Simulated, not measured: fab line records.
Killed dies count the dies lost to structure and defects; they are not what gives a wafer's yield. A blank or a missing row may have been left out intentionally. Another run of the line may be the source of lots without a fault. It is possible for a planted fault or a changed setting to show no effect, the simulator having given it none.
One fault through the eyes of 2 desks | flow gf180mcu | numbers are kept per desk, each desk with only its own; the story behind them comes last

== METROLOGY DESK ==
What the gauges read for every lot (on any tool): the sampled wafers with a number, averaged. The brackets show how far a lot's mean lies from the usual mean; more than 4 standard deviations puts the lot out of limits, marked OUT.
Columns: A = NWELL_OVL at GF_NWELL_OVL_MEAS_07, usual 1.9 nm; B = MVSD_OVL at GF_MVSD_OVL_MEAS_07, usual 0.4 nm; C = MVPSD_RS at GF_VT_IMPLANT_RS_MEAS_49, usual 1168 ohm/sq
lot  | first seen here | A    | B    | C
L373 | day 3 07:32     | 2.6  | 0.9  | 1160
L374 | day 3 15:05     | -0.0 | 1.6  | 1167
L378 | day 4 12:02     | 2.1  | 1.0  | 1260 (+31) OUT
L379 | day 4 16:02     | 0.1  | 1.2  | 1169
L380 | day 4 21:53     | 3.8  | 1.7  | 1257 (+30) OUT
L381 | day 5 04:38     | 2.0  | -0.8 | 1171
L382 | day 5 09:41     | 1.2  | 3.6  | 1169
L386 | day 6 07:29     | 0.5  | -2.7 | 1166
L389 | day 6 22:22     | 3.0  | -0.7 | 1169
L390 | day 7 06:23     | 1.2  | -1.6 | 1169
L394 | day 8 02:41     | 0.9  | -0.6 | 1172
L395 | day 8 08:17     | 2.2  | 0.8  | 1166
L396 | day 8 14:37     | 1.5  | 0.1  | 1172
This desk's finding: out of limits on L378, L380; first on L378, day 9 01:12 (MVPSD_RS at GF_VT_IMPLANT_RS_MEAS_49). Within limits: L373, L374, L379, L381, L382, L386, L389, L390, L394, L395, L396.

== TOOL OWNER'S DESK, implanter-02 ==
The tool's own readings at GF_MVPSD_IMPLANT_09: means of the sampled wafers that have a number, for each lot that ran on this tool. The brackets show how far a lot's mean lies from the usual mean; more than 4 standard deviations puts the lot out of limits, marked OUT.
Columns: A = dose_ions_cm2 at GF_MVPSD_IMPLANT_09, usual 5e+12; B = faraday_current_uA at GF_MVPSD_IMPLANT_09, usual 28.2
lot  | first seen here | A                       | B
L374 | day 5 10:16     | 5e+12                   | 28.3
L378 | day 6 08:01     | 3e+12 (-99 or more) OUT | 18.0 (-18) OUT
L380 | day 6 19:37     | 3e+12 (-99 or more) OUT | 17.9 (-18) OUT
L394 | day 10 06:24    | 5e+12                   | 27.6
L396 | day 10 19:19    | 5e+12                   | 28.4
This desk finds L378, L380 out of limits, L378 being first, at day 6 08:01 (dose_ions_cm2 at GF_MVPSD_IMPLANT_09). Within limits: L374, L394, L396.

== BROUGHT TOGETHER ==
An alarm could have come from the tool owner's desk at day 6 08:01, on L378, L380.
At day 9 01:12 the metrology desk could have sounded an alarm, on L378, L380.
All the named lots went through GF_MVPSD_IMPLANT_09 on implanter-02.

== WHAT HAD BEEN PUT IN BY THE SIMULATOR ==
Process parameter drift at GF_MVPSD_IMPLANT_09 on implanter-02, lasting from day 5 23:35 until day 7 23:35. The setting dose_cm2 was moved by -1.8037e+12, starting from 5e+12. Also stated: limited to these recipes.
Struck lots among those shown: L378, L380.
Time in hours from fault onset to the first out-of-limits reading at each desk: tool owner's desk 8, metrology desk 74.
